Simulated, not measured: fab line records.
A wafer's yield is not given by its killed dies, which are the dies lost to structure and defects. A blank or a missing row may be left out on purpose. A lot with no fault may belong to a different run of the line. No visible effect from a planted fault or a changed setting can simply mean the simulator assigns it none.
One fault through the eyes of 2 desks -- flow sky130 -- each desk holds nothing but its own numbers, with what lay behind them at the end

== TOOL OWNER'S DESK, rie_diel-03 ==
The tool's own readings at SKY_FIELD_ISO_ETCH_14 (etches BARC in N2/H2, stops on SiO2, time 45.9 s, target depth 60 nm): means of the sampled wafers that have a number, for each lot that ran on this tool. Any lot whose mean is over 4 standard deviations away from the usual mean is out of limits and marked OUT; that distance is given in the brackets.
Columns: A = drypump_motor_current_A at SKY_FIELD_ISO_ETCH_14, usual 5.7 A; B = oes_product_au at SKY_FIELD_ISO_ETCH_14, usual 0.856 a.u.; C = run_length_s at SKY_FIELD_ISO_ETCH_14, usual 74.3 s; D = throttle_valve_pct at SKY_FIELD_ISO_ETCH_14, usual 13.225 %
lot,first seen here,A,B,C,D
L320,day 2 16:55,5.8,0.855,74.1,13.226
L334,day 5 15:21,5.4,0.918 (+13) OUT,70.9 (-8.9) OUT,13.223
L335,day 5 20:37,5.8,0.911 (+11) OUT,71.0 (-8.6) OUT,13.237
This desk's verdict: out of limits on L334, L335, starting with L334 at day 5 15:21 (oes_product_au at SKY_FIELD_ISO_ETCH_14). Within limits: L320.

== THE METROLOGY DESK ==
What the gauges read, lot by lot, whatever tool the lot ran on: means of the sampled wafers that have a number. Any lot whose mean is over 4 standard deviations away from the usual mean is out of limits and marked OUT; that distance is given in the brackets.
Columns: A = FIELD_ISO_OXIDATION_00_THK at SKY_FIELD_ISO_THK_MEAS_02, usual 12.2 nm; B = FIELD_ISO_CVD_03_THK at SKY_FIELD_ISO_THK_MEAS_04, usual 165.5 nm; C = cd_nm at SKY_FIELD_ISO_CD_MEAS_13, usual 150.4 nm
lot,first seen here,A,B,C
L320,day 1 22:58,11.7,164.9,150.7
L325,day 2 23:36,12.2,167.5,150.5
L334,day 4 19:52,11.9,165.9,152.0
L335,day 5 00:39,11.9,164.6,148.7
L338,day 5 16:02,12.5,165.7,150.8
L341,day 6 07:53,12.5,166.8,153.9
Result from this desk: across the 6 lots, nothing is out of limits.

== BROUGHT TOGETHER ==
The tool owner's desk had the chance to raise an alarm at day 5 15:21 on L334, L335.
From the metrology desk's view, nothing was out of limits.
The metrology desk has L334, L335 on record, within its limits.
On rie_diel-03, each named lot ran SKY_FIELD_ISO_ETCH_14.

== WHAT WAS PUT IN BY THE SIMULATOR ==
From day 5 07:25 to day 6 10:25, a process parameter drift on rie_diel-03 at SKY_FIELD_ISO_ETCH_14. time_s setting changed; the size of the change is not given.
Struck lots among those shown: L334, L335.
Time in hours from fault onset to the first out-of-limits reading at each desk: the tool owner's desk, 8.
